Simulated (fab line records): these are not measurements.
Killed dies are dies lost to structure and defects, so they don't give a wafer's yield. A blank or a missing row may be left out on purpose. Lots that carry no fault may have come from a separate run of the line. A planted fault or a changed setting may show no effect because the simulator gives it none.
Which tool did it? ; flow gf180mcu ; 12 lots, 36 wafers sampled, at 5 steps of a route of 602

## WHAT THE GAUGES READ, wafer by wafer
GF_CONTACT_RS_MEAS_25: a four-point-probe measurement. Usual: CONTACT_W_RS gives 0.384 ohm/sq (standard deviation 0.0056).
lot;measured;on;CONTACT_W_RS (ohm/sq);flag
L728;day 16 08:13;filmMetro-03;0.384 0.379 0.379;
L730;day 16 22:21;filmMetro-01;0.381 0.381 0.386;
L731;day 17 06:18;filmMetro-02;0.379 0.380 0.379;
L732;day 17 14:33;filmMetro-01;0.385 0.376 0.382;
L734;day 18 09:31;filmMetro-03;0.371 0.367 0.371;
L735;day 18 17:34;filmMetro-02;0.396 0.391 0.386;
L736;day 19 04:56;filmMetro-01;0.389 0.381 0.382;
L738;day 20 04:40;filmMetro-02;0.387 0.389 0.389;
L739;day 20 11:14;filmMetro-01;0.388 0.392 0.388;
L740;day 20 21:09;filmMetro-01;0.383 0.380 0.376;
L741;day 21 03:46;filmMetro-02;0.385 0.382 0.388;
L751;day 24 08:26;filmMetro-03;0.384 0.380 0.376;

GF_CONTACT_THK_MEAS_26: measures by xrf. Usual: CONTACT_W_THK gives 295 nm (standard deviation 5.4).
lot;measured;on;CONTACT_W_THK (nm);flag
L728;day 16 08:19;filmMetro-03;299 302 301;
L730;day 16 22:28;filmMetro-01;296 296 291;
L731;day 17 06:24;filmMetro-02;300 298 299;
L732;day 17 14:39;filmMetro-01;293 302 297;
L734;day 18 09:38;filmMetro-03;308 310 307;
L735;day 18 17:41;filmMetro-02;286 290 295;
L736;day 19 05:03;filmMetro-01;292 297 295;
L738;day 20 04:45;filmMetro-02;294 292 290;
L739;day 20 11:21;filmMetro-01;290 286 291;
L740;day 20 21:16;filmMetro-01;292 295 298;
L741;day 21 03:51;filmMetro-02;294 297 291;
L751;day 24 08:32;filmMetro-03;300 300 306;

GF_V1_THK_MEAS_01. Usual: V1_CVD_00_THK gives 600 nm (standard deviation 5.6).
lot;measured;on;V1_CVD_00_THK (nm);flag
L728;day 17 07:52;filmMetro-04;601 606 599;
L730;day 17 22:59;filmMetro-01;588 599 596;
L731;day 18 07:11;filmMetro-04;596 596 594;
L732;day 18 15:59;filmMetro-04;596 596 612;
L734;day 19 10:46;filmMetro-04;605 589 600;
L735;day 19 19:47;filmMetro-03;595 602 591;
L736;day 20 06:59;filmMetro-04;603 602 612;
L738;day 21 06:53;filmMetro-03;592 592 599;
L739;day 21 12:17;filmMetro-04;599 601 606;
L740;day 21 22:34;filmMetro-04;595 585 601;
L741;day 22 04:40;filmMetro-04;598 725 603;OFF
L751;day 25 08:01;filmMetro-04;609 596 592;

## WHAT TOOL EACH LOT RAN ON (gives the tool, then ch and the chambers of the sampled wafers, and finally the start)
lot;GF_CONTACT_SPUTTER_23;GF_V1_CVD_00
L728;pvdSputter-04, day 16 08:02;hdpcvd-02 ch 0,1,2, day 17 07:46
L730;pvdSputter-04, day 16 22:13;hdpcvd-02 ch 1,2, day 17 22:55
L731;pvdSputter-03, day 17 06:07;hdpcvd-01 ch 0,1,2, day 18 07:05
L732;pvdSputter-01, day 17 14:22;hdpcvd-01 ch 0,2, day 18 15:53
L734;pvdSputter-04, day 18 09:21;hdpcvd-01 ch 0,1,2, day 19 10:41
L735;pvdSputter-04, day 18 17:25;hdpcvd-01 ch 1,2, day 19 19:42
L736;pvdSputter-04, day 19 04:47;hdpcvd-02 ch 0,1,2, day 20 06:55
L738;pvdSputter-04, day 20 04:28;hdpcvd-02 ch 0,1,2, day 21 06:50
L739;pvdSputter-04, day 20 11:05;hdpcvd-01 ch 0,1,2, day 21 12:12
L740;pvdSputter-01, day 20 20:59;hdpcvd-02 ch 0,1,2, day 21 22:29
L741;pvdSputter-04, day 21 03:34;hdpcvd-02 ch 0,1,2, day 22 04:35
L751;pvdSputter-04, day 24 08:15;hdpcvd-01 ch 0,1,2, day 25 07:56
- GF_CONTACT_SPUTTER_23: material TiN, target thk 10 nm, time 40 s.
- GF_V1_CVD_00: deposits SiO2, target thk 600 nm, time 100 s.

## WHAT THE TOOLS THEMSELVES READ (means of the sampled wafers that have a number; where no wafer has one, the mark that the record gives instead)
GF_CONTACT_SPUTTER_23. Usual: chamberPressurePa 5.000 Pa, standard deviation 0.011; throttleValvePct 28.9 %, standard deviation 0.91.
lot;tool;chamberPressurePa (Pa);throttleValvePct (%);flag
L728;pvdSputter-04;5.000;28.1;
L730;pvdSputter-04;5.003;28.4;
L731;pvdSputter-03;4.998;29.1;
L732;pvdSputter-01;5.000;29.8;
L734;pvdSputter-04;4.995;28.3;
L735;pvdSputter-04;5.009;28.8;
L736;pvdSputter-04;5.006;28.6;
L738;pvdSputter-04;5.003;28.5;
L739;pvdSputter-04;4.997;28.2;
L740;pvdSputter-01;5.001;29.6;
L741;pvdSputter-04;4.993;28.6;
L751;pvdSputter-04;4.999;28.4;

GF_V1_CVD_00. Usual: sih4FlowSccm at 59.98 sccm, with a standard deviation of 0.16.
lot;tool;sih4FlowSccm (sccm);flag
L728;hdpcvd-02;60.04;
L730;hdpcvd-02;59.99;
L731;hdpcvd-01;59.86;
L732;hdpcvd-01;59.98;
L734;hdpcvd-01;59.94;
L735;hdpcvd-01;60.01;
L736;hdpcvd-02;60.03;
L738;hdpcvd-02;59.91;
L739;hdpcvd-01;60.06;
L740;hdpcvd-02;59.98;
L741;hdpcvd-02;63.99;OFF
L751;hdpcvd-01;59.97;

## THE ANSWER, worked out from the rows above alone
Rule: a lot counts as off when the mean over its wafers that have a number is more than 3 standard deviations away from the usual mean. A lot without any number at a reading at which 4 lots or more have one is off too. All remaining lots with rows at the step are treated as sound. First the gauges in route order, then the tools' own readings, where a lot's mean is used as printed above. At the first step where some lot is off, the reading lying furthest off is the one used; lots without a number count as furthest.
Off: at GF_V1_THK_MEAS_01 (V1_CVD_00_THK), L741.
If a tool, at a process step before that reading, ran all the lots that are off and no sound lot after the first of them, it fits. The gauges at GF_V1_THK_MEAS_01 aren't tried: what is off there is off at GF_V1_CVD_00 too, on other tools, and a gauge's error can't cause that. One fits: hdpcvd-02 at GF_V1_CVD_00. Its last sound lot is L740 (day 21 22:29), its first lot that is off L741 (day 22 04:35): a fault that began between those two fits.
On the lots that are off, the tool's own readings at GF_V1_CVD_00 differ by more than 5 times the standard deviation of the sound lots' means, which bears it out; sih4FlowSccm reads 63.99 sccm there versus 59.98 sccm on the sound lots.

## WHAT WAS PUT IN BY THE SIMULATOR
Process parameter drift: hdpcvd-02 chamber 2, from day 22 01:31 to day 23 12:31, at GF_V1_CVD_00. Setting sih4FlowSccm, moved by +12, from 60. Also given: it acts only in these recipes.
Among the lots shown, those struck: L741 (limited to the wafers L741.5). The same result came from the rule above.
